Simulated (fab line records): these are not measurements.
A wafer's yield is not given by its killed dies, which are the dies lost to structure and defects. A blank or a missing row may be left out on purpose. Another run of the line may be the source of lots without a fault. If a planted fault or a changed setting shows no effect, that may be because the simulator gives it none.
Comparing a struck lot with a sound one + flow sky130 + 14 out of 708 route steps
Sound: wafers L960.1, L960.3, L960.6. Wafers L976.2, L976.3, L976.5 were the ones struck. Last of all comes the cause.
At each step with rows: each side's tool, then ch and its chambers, then its first start. Under that, the readings that differ: sound wafers + struck wafers + difference of the means + sigmas: that difference in standard deviations of wafers without a fault.
alike: a reading whose means differ by less than 2 such deviations, as well as words and numbers matching on both sides. not compared: withheld readings; readings where some wafer has no value; bounds like >300 that might hide an equal value; numbers whose values overlap and for which the record gives no deviation.
Wherever a step has rows on one side only, a row that says differs or no value, or a row with sigmas, the two part there. Numbers that don't overlap but have no deviation are shown without sigmas and don't part them. A reading that every wafer of one side lacks parts them only if that side has two wafers or more.

first, 1 step without rows for these wafers: SKY_POLY_CUT_DEVELOP_07 (develop time 60 s).
SKY_POLY_CUT_CD_MEAS_08: target cd 270 nm.
  sound on cdSem-02, day 24 07:26; struck on cdSem-01, day 30 18:51
  alike: cdNm
SKY_POLY_CUT_OVL_MEAS_09:
  sound on overlay-02, day 24 07:33; struck on overlay-01, day 30 18:58
| reading           | sound       | struck | difference | sigmas |
|-------------------|-------------|--------|------------|--------|
| POLY_CUT_OVL (nm) | -15 -11 -12 | 0 8 7  | +18        | +3     |
SKY_POLY_CUT_ETCH_10: etches BARC in N2/H2, stops on SiO2, time 45.9 s, target depth 60 nm.
  sound on rieDiel-03 ch 1,2, day 24 07:35; struck on rieDiel-01 ch 1,2,3, day 30 18:59
  alike: drypumpMotorCurrentA, oesProductAu, throttleValvePct
  not compared: rfHoursCounterH
SKY_POLY_CUT_ETCH_11: etches Si3N4 in CF4/CH2F2/Ar, stops on poly-Si, time 42.5 s, target depth 60 nm.
  sound on rieDiel-03 ch 1,2, day 24 07:38; struck on rieDiel-01 ch 1,2,3, day 30 19:02
  alike: drypumpMotorCurrentA, mfcArSccm, oesProductAu, throttleValvePct
  not compared: rfHoursCounterH
SKY_POLY_CUT_STRIP_12: strips in O2/N2.
  sound on plasmaAsher-04 ch 1, day 24 07:40; struck on plasmaAsher-04 ch 1, day 30 19:04
  alike: drypumpMotorCurrentA, oesProductAu, stripTimeToEndpointS
  not compared: rfHoursCounterH
then, 6 steps without rows for these wafers: SKY_SD_P_DEHYDRATE_00 (time 60 s); SKY_SD_P_HMDS_01 (prime time 60 s); SKY_SD_P_COAT_02 (resist thk 1140 nm); SKY_SD_P_SOFTBAKE_03 (time 60 s); SKY_SD_P_EXPOSE_04 (exposes mask PSDM, target cd 380 nm); SKY_SD_P_PEB_05.
SKY_SD_P_DEVELOP_06: develop time 60 s.
  struck on lithoTrack-01, day 31 22:05; sound on lithoTrack-01 ch 0, day 25 12:55
  no value came back on the struck wafers for chillPlateTempC (C), developTimeS (s); on the sound wafers chillPlateTempC (C) reads 23.07 22.97 23.15
SKY_SD_P_CD_MEAS_07: target cd 380 nm.
  sound on cdSem-02, day 25 13:04; struck on cdSem-02, day 31 22:14
| reading   | sound             | struck | difference                    | sigmas |
|-----------|-------------------|--------|-------------------------------|--------|
| cdNm (nm) | 381.1 380.3 381.0 | - - -  | no value on the struck wafers |        |

== WHERE THEY PART ==
Earliest at SKY_POLY_CUT_OVL_MEAS_09; latest, in this record, at SKY_SD_P_CD_MEAS_07.

WHY: what the simulator had put in
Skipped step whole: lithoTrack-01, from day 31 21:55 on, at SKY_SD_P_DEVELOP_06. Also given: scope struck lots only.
